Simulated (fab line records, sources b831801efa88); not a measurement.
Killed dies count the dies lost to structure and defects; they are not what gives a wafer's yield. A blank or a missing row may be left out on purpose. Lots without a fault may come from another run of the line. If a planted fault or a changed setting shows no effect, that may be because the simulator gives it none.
Which tool did it? | flow sfq-line | route of 325 steps, sampled at 1 step: 14 lots, 42 wafers

WHAT EACH GAUGE READ, for each wafer
SFQ_INCOMING_BOW_MEAS_900.
lot  | measured    | on            | INCOMING_BOW (um)
L966 | day 1 10:02 | film-metro-03 | -7 10 1
L967 | day 1 15:01 | film-metro-04 | 0 -9 4
L968 | day 1 20:00 | film-metro-01 | -3 20 0
L970 | day 2 06:00 | film-metro-03 | 1 0 4
L971 | day 2 11:00 | film-metro-04 | 3 2 -7
L972 | day 2 16:01 | film-metro-03 | -3 8 2
L975 | day 3 07:01 | film-metro-04 | 1 -6 -12
L976 | day 3 12:00 | film-metro-03 | 1 -5 -1
L978 | day 3 22:01 | film-metro-01 | -1 -5 -7
L981 | day 4 13:02 | film-metro-04 | 3 -6 4
L983 | day 4 23:02 | film-metro-04 | -3 0 4
L985 | day 5 09:00 | film-metro-04 | -5 -7 0
L987 | day 5 19:00 | film-metro-03 | -7 -4 -2
L988 | day 6 00:00 | film-metro-03 | -4 -2 -6

WHICH TOOL RAN EACH LOT (tool, then ch and the chambers of the sampled wafers, then the start)
Before these readings, the record contains no process step.

WHAT THE TOOLS THEMSELVES READ (means of the sampled wafers that have a number; where no wafer has one, the mark that the record gives instead)
The record holds no such reading with a usual standard deviation.

THE ANSWER, worked out from the rows above alone
Rule: the lots themselves supply what counts as usual. The widest of any qualifying gaps counts: lots, ordered by their means at a reading, are off when they make up no more than a third of the lots, leave a main group of 4 or more, and stand apart from it by 3 or more times the standard deviation of that group's means. If all means in a main group match to the digits the tables above print for the reading, that group is not used. Also off: a lot with no number at a reading for which 4 or more lots have one. Where the step has rows for the other lots, those lots are counted as sound. First the gauges in route order, then the tools' own readings, where a lot's mean is used as printed above. At the first step where some lot is off, the reading lying furthest off is the one used; lots without a number count as furthest.
No lot is off on any of the readings shown, so nothing can be concluded from this.

WHAT THE SIMULATOR HAD PUT IN
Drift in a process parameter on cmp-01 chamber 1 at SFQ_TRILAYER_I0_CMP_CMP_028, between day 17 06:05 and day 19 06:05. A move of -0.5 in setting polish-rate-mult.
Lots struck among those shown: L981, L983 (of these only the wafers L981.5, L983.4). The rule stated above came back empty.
